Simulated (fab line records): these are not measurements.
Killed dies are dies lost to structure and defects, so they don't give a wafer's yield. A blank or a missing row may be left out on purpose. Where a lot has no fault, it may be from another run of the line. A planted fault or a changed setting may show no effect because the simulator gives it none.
The tool behind it: which one? :: flow sfq_line :: 14 lots, 42 wafers sampled, at 1 step of a route of 325

## WHAT EACH GAUGE READ, for each wafer
SFQ_I1_OVL_MEAS_913.
lot: L863
measured: day 16 00:37
on: overlay-02
I1_OVL (nm): -7 1 -6

lot: L864
measured: day 16 10:14
on: overlay-02
I1_OVL (nm): -4 -6 -2

lot: L865
measured: day 16 19:49
on: overlay-01
I1_OVL (nm): 0 7 -1

lot: L866
measured: day 17 04:13
on: overlay-01
I1_OVL (nm): 4 0 5

lot: L867
measured: day 17 16:40
on: overlay-01
I1_OVL (nm): 1 -6 -8

lot: L868
measured: day 17 19:04
on: overlay-02
I1_OVL (nm): -10 -6 4

lot: L869
measured: day 18 05:26
on: overlay-01
I1_OVL (nm): 5 -3 -13

lot: L873
measured: day 21 22:14
on: overlay-02
I1_OVL (nm): -3 -6 3

lot: L875
measured: day 22 14:58
on: overlay-01
I1_OVL (nm): -3 13 0

lot: L876
measured: day 22 23:14
on: overlay-02
I1_OVL (nm): 0 -7 0

lot: L878
measured: day 23 19:38
on: overlay-01
I1_OVL (nm): 6 -7 0

lot: L881
measured: day 24 14:50
on: overlay-02
I1_OVL (nm): -3 -2 -1

lot: L883
measured: day 24 23:14
on: overlay-01
I1_OVL (nm): 10 7 -3

lot: L886
measured: day 25 22:29
on: overlay-02
I1_OVL (nm): 0 -6 1

## TOOL THAT RAN EACH LOT (tool first, then ch and the chambers of the sampled wafers, then the start)
The record shows no process step preceding these readings.

## WHAT THE TOOLS THEMSELVES READ (means of the sampled wafers that have a number; where no wafer has one, the mark that the record gives instead)
The record holds no such reading with a usual standard deviation.

## THE ANSWER, worked out from the rows above alone
Rule: the lots themselves supply what counts as usual. Put in order of their means at a reading, lots are off if they are a third of the lots or fewer, leave a main group of 4 or more, and stand apart from it by a gap of 3 or more times the standard deviation of the main group's means; of several such gaps the widest counts. Not used: any main group whose means are identical at the precision the tables above print for the reading. Also off: a lot with no number at a reading for which 4 or more lots have one. All remaining lots with rows at the step are treated as sound. The gauges are gone through in route order, then the tools' own readings, and for those a lot's mean is taken as printed above. At the first step where some lot is off, the reading lying furthest off is the one used; lots without a number count as furthest.
Nothing can be told from this: no lot is off at any reading shown.

## WHAT WAS PUT IN BY THE SIMULATOR
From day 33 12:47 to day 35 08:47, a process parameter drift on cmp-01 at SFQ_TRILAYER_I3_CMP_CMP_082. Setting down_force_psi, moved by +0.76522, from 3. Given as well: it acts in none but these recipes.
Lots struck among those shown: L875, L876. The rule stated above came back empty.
